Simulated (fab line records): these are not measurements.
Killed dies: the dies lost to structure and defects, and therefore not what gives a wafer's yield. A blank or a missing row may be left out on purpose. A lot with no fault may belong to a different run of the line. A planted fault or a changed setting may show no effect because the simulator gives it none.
Problem report in the 8D (eight disciplines) form, filled by code | flow sky130 | the parts of the form that need people (team, actions taken, sign-off) are left out

1. PROBLEM STATEMENT
Mean VT_ADJUST_NCORE_TW at SKY_VT_ADJUST_NCORE_TW_MEAS_11: 236.4 over 6 wafers in 2 lots; fault-free wafers: 219.4, standard deviation 1.8. Relative to the usual mean, that is a shift of +9.5 standard deviations.
Earliest sighting: wafer L625.2 on film_metro-01 at day 14 13:09. At this step, 39 wafers from 13 lots have a number in the record. By rule, "out" or "out of limits" means more than 4 standard deviations away from the usual mean. All remaining wafers that have a number are taken as sound.

2. WHAT IT IS, AND WHAT IT ISN'T
question                    | is                           | is not
which readings at this step | VT_ADJUST_NCORE_TW           | -
which lots                  | L625, L626                   | L604, L605, L606, L607, L609, L610, L611, L613, L615, L616, L621
which wafers of those lots  | all that have a number       | -
read on which gauges        | film_metro-01, film_metro-04 | film_metro-02
when                        | from day 14 13:09            | up to then (33 sound wafers)

3. SUSPECTS, AND WHAT RULES EACH OUT
Counting: a tool stays on the suspect list if, at a process step up to the reading, it processed all lots that are out and no sound lot following the first of them.
- the gauge at SKY_VT_ADJUST_NCORE_TW_MEAS_11: ruled out. The wafers that are out were read on 2 gauges (film_metro-01, film_metro-04).
- implanter-03 at SKY_VT_ADJUST_NCORE_IMPLANT_09: kept. It processed each lot that is out, first L625 at day 14 12:55, and no sound lot thereafter; up to then, the last sound lot it processed was L615 at day 11 17:59. Out on those wafers are its own readings of beam_energy_keV.
After counting, what remains is implanter-03 at SKY_VT_ADJUST_NCORE_IMPLANT_09.

4. THE CAUSE (what the simulator had put in)
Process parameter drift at SKY_VT_ADJUST_NCORE_IMPLANT_09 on implanter-03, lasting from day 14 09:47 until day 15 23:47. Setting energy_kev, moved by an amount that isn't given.
After counting, this tool was the only one left.

5. THE CHAIN OF EFFECTS, in route order
One row per reading whose mean, taken over the struck wafers that have a number, lies over 3 standard deviations from the usual. Scope: only readings with a usual standard deviation given in the record; hours: median across lots of the time from each lot's start at the first step in this table that gives one to its start at this step; sigmas: change in usual standard deviations.
hours | step                           | reading            | usual  | on struck wafers | change | sigmas
0     | SKY_VT_ADJUST_NCORE_IMPLANT_09 | beam_energy_keV    | 10.000 | 14.247           | +4.247 | +99 or more
0     | SKY_VT_ADJUST_NCORE_TW_MEAS_11 | VT_ADJUST_NCORE_TW | 219.4  | 236.4            | +17.0  | +9.5
The process steps in it:
- SKY_VT_ADJUST_NCORE_IMPLANT_09
Later steps that measure or inspect, where all struck wafers having a row at the step show a number for every such reading and not one has moved that far: SKY_SD_N_CD_MEAS_07, SKY_SD_N_OVL_MEAS_08.

6. HOW IT WOULD HAVE BEEN CAUGHT EARLIER
Counted from the fault's start at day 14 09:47, it took 3 hours until the first out-of-limits reading at a measuring or inspecting step in this record, taken at day 14 13:09.
The tool's own readings at SKY_VT_ADJUST_NCORE_IMPLANT_09 were out on every struck wafer that the step has a row for (beam_energy_keV): an alarm limit on them would have fired on the first of those.
L626, from the lots that are out (2), started SKY_VT_ADJUST_NCORE_IMPLANT_09 on implanter-03 later than day 14 13:09. It would have been spared by a hold on the tool at that moment.
